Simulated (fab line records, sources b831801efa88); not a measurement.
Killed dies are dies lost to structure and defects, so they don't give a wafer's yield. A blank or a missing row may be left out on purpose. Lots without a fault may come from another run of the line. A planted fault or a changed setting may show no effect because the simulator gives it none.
fab line records | flow sky130
record lots=6 wafers=18 last_day=49
route steps=708 shown LDD_HVP@285 LDD_LDN@289 PAD_OPEN@708
lots that met no fault: from a run of the same line without faults
start_h: hours from the record's first day to the start of the lot's first wafer shown | wait_h: hours since the lot's step before | " the same as in the row above | L1.1+2: a row that stands for several wafers | - no value, or no start given | * or withheld: withheld | < > ~ a bound
route shown NAME@n: a module of which the file shows steps, and the number in the route of the first | usual: mean/standard deviation of fault-free wafers | same: alike in all rows | chamber/n: place in a boat | sites: the reading at each site | _std_site: their standard deviation | _edge_site: outer sites' mean less inner sites' | radius_mm: how far each site lies from the wafer's centre | mask NAME#n: copy n | behind: the tool/chamber that last shaped the wafer | hold: why the lot was held/for how many hours/how that ended | device: the transistor (n, p or np) that didn't switch | end of line: the same wafers' tests at the end of the route | a step without rows: its recipe alone | killed: dies lost to structure and defects at the first sort, not the wafer's yield | map: a wafer's dies, x killed, . not, _ none there
set.NAME: the setting as run; set.NAME@STEP: as run at that earlier step | model.NAME: the simulator's own value behind a step, which no gauge read
lots at some steps of the route; a table a step, a row a wafer
services: from which hour (start_h, from the record's first day; less than 0 if before it) a tool's chamber was out of use, for how many hours, and why
## steps
# step SKY_LDD_HVP_OVL_MEAS_07
# usual LDD_HVP_OVL=-0.2/1.4
# columns lot.wafer tool chamber start_h wait_h LDD_HVP_OVL[nm]
L450.2 overlay-02 - 519.30 0.1 -1.0
L450.3 " - " " -2.4
L450.6 " - " " -1.2
L455.1 overlay-01 - 568.45 0.1 -0.7
L455.4 " - " " -0.5
L455.5 " - " " -1.5
L457.2 overlay-02 - 587.24 0.1 -2.9
L457.5 " - " " -0.7
L457.6 " - " " -1.6
L464.1 overlay-01 - 630.73 0.1 0.2
L464.2 " - " " 0.1
L464.3 " - " " 0.8
L465.2 overlay-02 - 637.75 0.1 0.9
L465.3 " - " " 2.2
L465.6 " - " " 1.5
L466.2 overlay-02 - 652.20 0.1 -0.9
L466.3 " - " " 1.5
L466.4 " - " " 1.2
# step SKY_LDD_HVP_IMPLANT_08
# recipe species=B energy_kev=20 dose_cm2=1.7e+13 tilt_deg=17.9
# step SKY_LDD_HVP_STRIP_09
# recipe chemistry=O2/N2 power_w=1400 pressure_mtorr=1500 platen_temp_c=withheld o2_flow_sccm=3000 n2_flow_sccm=300 overash_fraction=0.5
# usual drypump_motor_current_A=5.7/0.4 oes_product_au=0.408/0.0044 strip_time_to_endpoint_s=4.133/0.013
# columns lot.wafer tool chamber start_h wait_h drypump_motor_current_A oes_product_au rf_hours_counter_h strip_time_to_endpoint_s
L450.2 plasma_asher-01 0 519.48 0.1 5.9 0.410 41 4.133
L450.3 " 0 " " 5.9 0.400 - 4.137
L450.6 " 1 " " 5.4 0.408 - 4.138
L455.1 plasma_asher-03 0 568.63 0.1 6.2 0.411 78 4.110
L455.4 " 1 " " 6.0 0.410 - 4.131
L455.5 " 1 " " 6.0 0.408 - 4.121
L457.2 plasma_asher-02 1 587.42 0.1 5.1 0.417 15 4.144
L457.5 " 0 " " 5.2 0.408 - 4.114
L457.6 " 1 " " 5.1 0.407 - 4.135
L464.1 plasma_asher-03 1 630.92 0.1 6.0 0.409 84 4.123
L464.2 " 0 " " 6.1 0.402 84 4.135
L464.3 " 0 " " 6.1 0.418 - 4.131
L465.2 plasma_asher-01 0 637.93 0.1 6.0 0.410 53 4.151
L465.3 " 1 " " 5.4 0.406 - 4.132
L465.6 " 1 " " 5.4 0.407 - 4.130
L466.2 plasma_asher-02 1 652.38 0.1 5.1 0.411 20 4.119
L466.3 " 1 " " 5.1 0.404 - 4.155
L466.4 " 0 " " 5.2 0.400 - 4.133
# step SKY_LDD_HVP_TW_MEAS_10
# usual LDD_HVP_TW=453/4.3
# columns lot.wafer tool chamber start_h wait_h LDD_HVP_TW
L450.2 film_metro-02 - 519.59 0.1 457
L450.3 " - " " 455
L450.6 " - " " 455
L455.1 film_metro-02 - 568.73 0.1 456
L455.4 " - " " 457
L455.5 " - " " 457
L457.2 film_metro-03 - 587.53 0.1 445
L457.5 " - " " 447
L457.6 " - " " 445
L464.1 film_metro-03 - 631.02 0.1 447
L464.2 " - " " 446
L464.3 " - " " 447
L465.2 film_metro-02 - 638.04 0.1 454
L465.3 " - " " 456
L465.6 " - " " 455
L466.2 film_metro-03 - 652.49 0.1 445
L466.3 " - " " 448
L466.4 " - " " 447
# step SKY_LDD_LDN_DEHYDRATE_00
# recipe temp_c=200 time_s=60
# step SKY_LDD_LDN_HMDS_01
# recipe prime_time_s=60 prime_temp_c=120
# step SKY_LDD_LDN_COAT_02
# recipe resist=NOVOLAK spin_rpm=3000 resist_thk_nm=1140
# step SKY_LDD_LDN_SOFTBAKE_03
# recipe temp_c=90 time_s=60 resist=NOVOLAK
# step SKY_LDD_LDN_EXPOSE_04
# recipe mask_id=LDNTM na=0.6 source_shape=conventional sigma_outer=0.6 polarization=unpolarized target_cd_nm=700 dose_mj=140
# step SKY_LDD_LDN_PEB_05
# recipe temp_c=withheld time_s=* resist=NOVOLAK
# step SKY_LDD_LDN_DEVELOP_06
# recipe resist=NOVOLAK developer=TMAH develop_time_s=60 dev_temp_c=23
# step SKY_LDD_LDN_OVL_MEAS_07
# usual LDD_LDN_OVL=1.1/1.3
# columns lot.wafer tool chamber start_h wait_h LDD_LDN_OVL[nm]
L450.2 overlay-02 - 550.05 0.1 3.3
L450.3 " - " " 4.4
L450.6 " - " " 3.3
L455.1 overlay-01 - 597.89 0.1 2.0
L455.4 " - " " 1.0
L455.5 " - " " -0.1
L457.2 overlay-02 - 616.50 0.1 1.8
L457.5 " - " " 1.4
L457.6 " - " " 1.3
L464.1 overlay-02 - 658.69 0.1 3.1
L464.2 " - " " 1.8
L464.3 " - " " 1.7
L465.2 overlay-01 - 666.35 0.1 0.4
L465.3 " - " " 0.2
L465.6 " - " " 0.8
L466.2 overlay-01 - 680.70 0.1 -0.5
L466.3 " - " " -0.3
L466.4 " - " " -2.0
# step SKY_LDD_LDN_IMPLANT_08
# recipe species=As energy_kev=15 dose_cm2=1.25e+13 tilt_deg=withheld rotation_deg=23
# usual beam_energy_keV=15.001/0.005 rotation_deg=23.000/0.021
# same implant_ion_amu=75
# columns lot.wafer tool chamber start_h wait_h beam_energy_keV rotation_deg model.implant.rp_nm model.implant.drp_nm
L450.2 implanter-02 0 550.11 0.0 14.999 22.983 13.29 5.933
L450.3 " 0 " " 15.008 23.016 13.29 5.933
L450.6 " 0 " " 15.009 23.023 13.29 5.933
L455.1 implanter-04 0 597.93 0.0 15.001 23.022 12.98 5.933
L455.4 " 0 " " 15.000 22.984 12.98 5.933
L455.5 " 0 " " 15.000 22.981 12.98 5.933
L457.2 implanter-01 0 616.56 0.0 15.001 22.952 12.75 5.933
L457.5 " 0 " " 15.001 22.975 12.75 5.933
L457.6 " 0 " " 15.002 22.994 12.75 5.933
L464.1 implanter-01 0 658.73 0.0 21.490 23.013 16.4 7.58
L464.2 " 0 " " 21.487 23.017 16.4 7.58
L464.3 " 0 " " 21.488 23.024 16.4 7.58
L465.2 implanter-01 0 666.41 0.0 21.483 22.973 15.96 7.58
L465.3 " 0 " " 21.480 23.015 15.96 7.58
L465.6 " 0 " " 21.479 22.969 15.96 7.58
L466.2 implanter-04 0 680.76 0.0 14.993 22.999 13.3 5.933
L466.3 " 0 " " 15.005 22.970 13.3 5.933
L466.4 " 0 " " 15.001 22.949 13.3 5.933
# step SKY_LDD_LDN_IMPLANT_09
# recipe species=As energy_kev=15 dose_cm2=1.25e+13 tilt_deg=withheld rotation_deg=113
# step SKY_LDD_LDN_IMPLANT_10
# recipe species=As energy_kev=15 dose_cm2=1.25e+13 tilt_deg=withheld rotation_deg=203
# step SKY_LDD_LDN_IMPLANT_11
# recipe species=As energy_kev=15 dose_cm2=1.25e+13 tilt_deg=withheld rotation_deg=293
# step SKY_LDD_LDN_STRIP_12
# recipe chemistry=O2/N2 power_w=1400 pressure_mtorr=1500 platen_temp_c=withheld o2_flow_sccm=3000 n2_flow_sccm=300 overash_fraction=0.5
# usual drypump_motor_current_A=5.6/0.55 oes_product_au=0.716/0.0047 strip_time_to_endpoint_s=14.19/0.037
# columns lot.wafer tool chamber start_h wait_h drypump_motor_current_A oes_product_au rf_hours_counter_h strip_time_to_endpoint_s
L450.2 plasma_asher-03 0 550.68 0.1 6.1 0.713 76 14.22
L450.3 " 0 " " 6.1 0.713 - 14.19
L450.6 " 0 " " 6.1 0.718 - 14.18
L455.1 plasma_asher-04 1 598.53 0.1 6.1 0.724 85 14.23
L455.4 " 1 " " 6.1 0.720 - 14.18
L455.5 " 0 " " 4.8 0.720 - 14.20
L457.2 plasma_asher-04 1 617.13 0.1 6.1 0.715 87 14.20
L457.5 " 0 " " 4.8 0.720 - 14.22
L457.6 " 1 " " 6.1 0.713 - 14.17
L464.1 plasma_asher-04 0 659.33 0.1 4.8 0.720 92 14.17
L464.2 " 1 " " 6.1 0.714 92 14.17
L464.3 " 0 " " 4.8 0.715 - 14.17
L465.2 plasma_asher-02 0 666.98 0.1 5.2 0.712 22 14.13
L465.3 " 0 " " 5.2 0.719 - 14.14
L465.6 " 1 " " 5.1 0.708 - 14.14
L466.2 plasma_asher-03 0 681.33 0.1 6.1 0.715 89 14.25
L466.3 " 0 " " 6.1 0.725 - 14.26
L466.4 " 1 " " 5.9 0.711 - 14.21
# step SKY_LDD_LDN_TW_MEAS_13
# usual LDD_LDN_TW=1460/11
# columns lot.wafer tool chamber start_h wait_h hold LDD_LDN_TW
L450.2 film_metro-04 - 550.79 0.1 - 1456
L450.3 " - " " - 1461
L450.6 " - " " - 1466
L455.1 film_metro-04 - 598.63 0.1 - 1457
L455.4 " - " " - 1460
L455.5 " - " " - 1461
L457.2 film_metro-03 - 617.24 0.1 - 1457
L457.5 " - " " - 1453
L457.6 " - " " - 1439
L464.1 film_metro-04 - 659.46 0.1 await_dispo/0.2h/release 1499
L464.2 " - " " await_dispo/0.2h/release 1516
L464.3 " - " " await_dispo/0.2h/release 1504
L464.1 film_metro-04 - 659.78 0.3 - 1494
L464.2 " - " " - 1514
L464.3 " - " " - 1503
L465.2 film_metro-04 - 667.09 0.1 await_dispo/0.2h/release 1504
L465.3 " - " " await_dispo/0.2h/release 1506
L465.6 " - " " await_dispo/0.2h/release 1504
L465.2 film_metro-04 - 667.32 0.2 - 1498
L465.3 " - " " - 1507
L465.6 " - " " - 1504
L466.2 film_metro-04 - 681.44 0.1 - 1458
L466.3 " - " " - 1462
L466.4 " - " " - 1464
# step SKY_PAD_OPEN_PROBE_99
# usual killed_at_M0_to_M3=42/6.7 killed_at_M4_up=3.3/2.1 killed_at_contacts=24/5.1 killed_at_front_end=15/4.6 killed_at_other=0.3/0.58 killed_dies=85/9.9 killed_open=46/6.9 killed_short=38/7
# same gross_dies=492 killed_at_back_side=0
# columns lot.wafer tool chamber start_h wait_h killed_at_M0_to_M3 killed_at_M4_up killed_at_contacts killed_at_front_end killed_at_other killed_dies killed_open killed_short model.etest.tip_sonos.rs_ohm_sq
L450.2 prober-01 - 1096.11 0.1 43 2 25 16 0 86 53 33 2600
L450.3 prober-01 - 1096.16 0.2 33 1 36 30 0 100 53 47 2632
L450.6 prober-01 - 1096.31 0.2 48 5 26 14 1 94 58 36 2608
L455.1 prober-02 - 1128.32 0.1 39 2 25 15 0 81 52 29 2703
L455.4 prober-02 - 1128.47 0.2 40 4 29 17 0 90 49 41 2679
L455.5 prober-02 - 1128.52 0.2 31 4 20 19 0 74 35 38 2667
L457.2 prober-02 - 1140.65 0.1 52 4 24 11 1 92 43 49 2664
L457.5 prober-02 - 1140.80 0.2 45 0 30 17 0 92 44 48 2656
L457.6 prober-02 - 1140.85 0.2 54 0 31 13 0 98 59 39 2705
L464.1 prober-01 - 1167.32 0.1 39 1 26 12 0 78 49 29 2355
L464.2 prober-01 - 1167.37 0.1 37 8 23 13 1 82 40 42 2386
L464.3 prober-01 - 1167.42 0.2 37 0 26 15 1 79 43 35 2449
L465.2 prober-02 - 1175.40 0.1 49 5 27 16 0 97 56 39 2360
L465.3 prober-02 - 1175.45 0.2 46 0 37 15 0 98 65 33 2394
L465.6 prober-02 - 1175.60 0.2 61 6 31 11 1 110 53 56 2404
L466.2 prober-01 - 1181.92 0.1 35 2 24 23 0 84 43 41 2571
L466.3 prober-01 - 1181.97 0.2 36 0 23 21 0 80 36 44 2644
L466.4 prober-01 - 1182.02 0.2 44 9 25 13 1 92 50 41 2559
# killed by level:class
L450.2 VIA3:geometric_particle:open=12 VIA1:geometric_particle:open=9 CONTACT:geometric_particle:open=8 LI_CONTACT:geometric_particle:open=7 FIELD_ISO:geometric_particle:open=4 POLY_GATE:geometric_particle:open=4 METAL2:geometric_particle:short=4 CONTACT:geometric_particle:short=4
L450.3 CONTACT:geometric_particle:open=13 VIA3:geometric_particle:open=8 FIELD_ISO:geometric_particle:short=7 FIELD_ISO:geometric_particle:open=7 LOCAL_INTERCONNECT:geometric_particle:short=6 CONTACT:geometric_particle:short=6 METAL2:geometric_particle:short=6 LI_CONTACT:geometric_particle:open=5
L450.6 VIA1:geometric_particle:open=14 VIA3:geometric_particle:open=8 LI_CONTACT:geometric_particle:open=7 VIA2:geometric_particle:open=6 CONTACT:geometric_particle:open=6 LI_CONTACT:geometric_particle:short=5 METAL2:geometric_particle:short=5 METAL4:geometric_particle:short=5
L455.1 VIA2:geometric_particle:open=12 CONTACT:geometric_particle:open=10 LI_CONTACT:geometric_particle:open=8 VIA3:geometric_particle:open=6 VIA1:geometric_particle:open=5 METAL2:geometric_particle:short=5 FIELD_ISO:geometric_particle:open=4 CONTACT:geometric_particle:short=4
L455.4 VIA1:geometric_particle:open=10 LI_CONTACT:geometric_particle:open=10 CONTACT:geometric_particle:open=9 FIELD_ISO:geometric_particle:open=5 VIA2:geometric_particle:open=5 VIA3:geometric_particle:short=5 VIA3:geometric_particle:open=5 LI_CONTACT:geometric_particle:short=4
L455.5 FIELD_ISO:geometric_particle:short=7 LI_CONTACT:geometric_particle:open=6 VIA2:geometric_particle:open=6 VIA3:geometric_particle:open=5 FIELD_ISO:geometric_particle:open=4 METAL4:geometric_particle:short=4 CONTACT:geometric_particle:open=4 METAL1:geometric_particle:short=4
L457.2 VIA3:geometric_particle:open=9 VIA2:geometric_particle:open=8 METAL2:geometric_particle:short=8 CONTACT:geometric_particle:open=7 METAL1:geometric_particle:short=7 LI_CONTACT:geometric_particle:open=6 VIA1:geometric_particle:open=6 VIA2:geometric_particle:short=5
L457.5 VIA1:geometric_particle:open=10 CONTACT:geometric_particle:open=9 LI_CONTACT:geometric_particle:short=7 CONTACT:geometric_particle:short=7 VIA2:geometric_particle:open=7 VIA1:geometric_particle:short=6 FIELD_ISO:geometric_particle:open=5 LI_CONTACT:geometric_particle:open=5
L457.6 VIA1:geometric_particle:open=13 CONTACT:geometric_particle:open=12 METAL2:geometric_particle:short=9 VIA2:geometric_particle:open=8 METAL1:geometric_particle:short=7 VIA3:geometric_particle:open=7 LI_CONTACT:geometric_particle:open=6 CONTACT:geometric_particle:short=6
L464.1 LI_CONTACT:geometric_particle:open=11 CONTACT:geometric_particle:open=9 METAL2:geometric_particle:short=6 METAL1:geometric_particle:short=6 VIA3:geometric_particle:open=6 VIA1:geometric_particle:open=5 POLY_GATE:geometric_particle:short=4 VIA1:geometric_particle:short=4
L464.2 VIA1:geometric_particle:open=10 FIELD_ISO:geometric_particle:short=8 CONTACT:geometric_particle:open=8 VIA1:geometric_particle:short=7 LI_CONTACT:geometric_particle:open=5 LOCAL_INTERCONNECT:geometric_particle:short=4 METAL2:geometric_particle:short=4 FIELD_ISO:geometric_particle:open=3
L464.3 CONTACT:geometric_particle:open=13 VIA1:geometric_particle:open=7 LI_CONTACT:geometric_particle:open=6 METAL1:geometric_particle:short=6 METAL2:geometric_particle:short=6 FIELD_ISO:geometric_particle:short=5 VIA2:geometric_particle:open=5 POLY_GATE:geometric_particle:open=4
L465.2 VIA1:geometric_particle:open=15 VIA2:geometric_particle:open=9 CONTACT:geometric_particle:open=8 LI_CONTACT:geometric_particle:open=7 CONTACT:geometric_particle:short=7 VIA3:geometric_particle:short=5 METAL2:geometric_particle:short=4 VIA2:geometric_particle:short=4
L465.3 CONTACT:geometric_particle:open=17 VIA1:geometric_particle:open=17 CONTACT:geometric_particle:short=8 LI_CONTACT:geometric_particle:open=6 VIA3:geometric_particle:short=6 FIELD_ISO:geometric_particle:open=4 POLY_GATE:geometric_particle:open=4 VIA3:geometric_particle:open=4
L465.6 VIA1:geometric_particle:open=13 VIA1:geometric_particle:short=10 LI_CONTACT:geometric_particle:open=9 CONTACT:geometric_particle:open=9 VIA3:geometric_particle:open=9 LOCAL_INTERCONNECT:geometric_particle:short=7 VIA3:geometric_particle:short=6 METAL1:geometric_particle:short=6
L466.2 VIA1:geometric_particle:open=9 VIA2:geometric_particle:open=9 POLY_GATE:geometric_particle:short=8 LI_CONTACT:geometric_particle:open=7 CONTACT:geometric_particle:short=7 POLY_GATE:geometric_particle:open=5 METAL1:geometric_particle:short=5 CONTACT:geometric_particle:open=4
L466.3 POLY_GATE:geometric_particle:open=9 CONTACT:geometric_particle:short=8 VIA2:geometric_particle:open=8 CONTACT:geometric_particle:open=7 METAL2:geometric_particle:short=7 POLY_GATE:geometric_particle:short=5 VIA2:geometric_particle:short=5 VIA3:geometric_particle:open=4
L466.4 CONTACT:geometric_particle:open=10 VIA1:geometric_particle:open=9 METAL4:geometric_particle:short=8 LI_CONTACT:geometric_particle:open=7 METAL1:geometric_particle:short=7 VIA2:geometric_particle:open=5 CONTACT:geometric_particle:short=4 VIA2:geometric_particle:short=4
## services
# columns tool chamber start_h hours kind
plasma_asher-03 - 542.43 2.7 repair
plasma_asher-03 - 592.03 2.8 pm
plasma_asher-03 - 595.31 6.1 repair
implanter-02 - 596.53 2.1 repair
implanter-04 - 599.74 2.7 repair
implanter-02 - 601.94 4.2 repair
implanter-02 - 607.62 4.8 pm
plasma_asher-02 - 619.08 15.6 pm
implanter-04 - 619.45 4.4 repair
implanter-01 - 628.38 5.6 repair
implanter-04 - 629.04 5.5 pm
implanter-01 - 634.01 11.8 pm
implanter-04 - 639.87 1.7 repair
implanter-04 - 640.79 8.7 repair
implanter-04 - 666.18 3.7 repair
## key
first_sign step=SKY_LDD_LDN_IMPLANT_08 reading=beam_energy_keV direction=up sigmas=99+ usual=* struck=*
effect step=SKY_LDD_LDN_TW_MEAS_13 reading=visit direction=added
model_effect step=SKY_LDD_LDN_IMPLANT_08 value=implant.rp_nm without=12.5 struck=16.18
model_effect step=SKY_PAD_OPEN_PROBE_99 value=etest.tip_sonos.rs_ohm_sq without=2651 struck=2392
met_at SKY_LDD_LDN_IMPLANT_08
struck_wafers L464.1,L464.2,L464.3,L465.2,L465.3,L465.6
tester_left_out L464,L465
onset_between 616.56 658.73
fault kind=process_parameter_drift tool=implanter-01 chamber=- onset_h=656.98 steps=SKY_LDD_LDN_IMPLANT_08 channel=energy_kev offset=* shape=step end_h=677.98 acts_in=* stated=*
# tester_left_out: of these lots the tester's yield and bins aren't shown, on N5 and GAA mostly nor the transistor test; their killed dies are dies lost to structure and defects alone, not to doping, threshold or leakage, so they don't give the yield
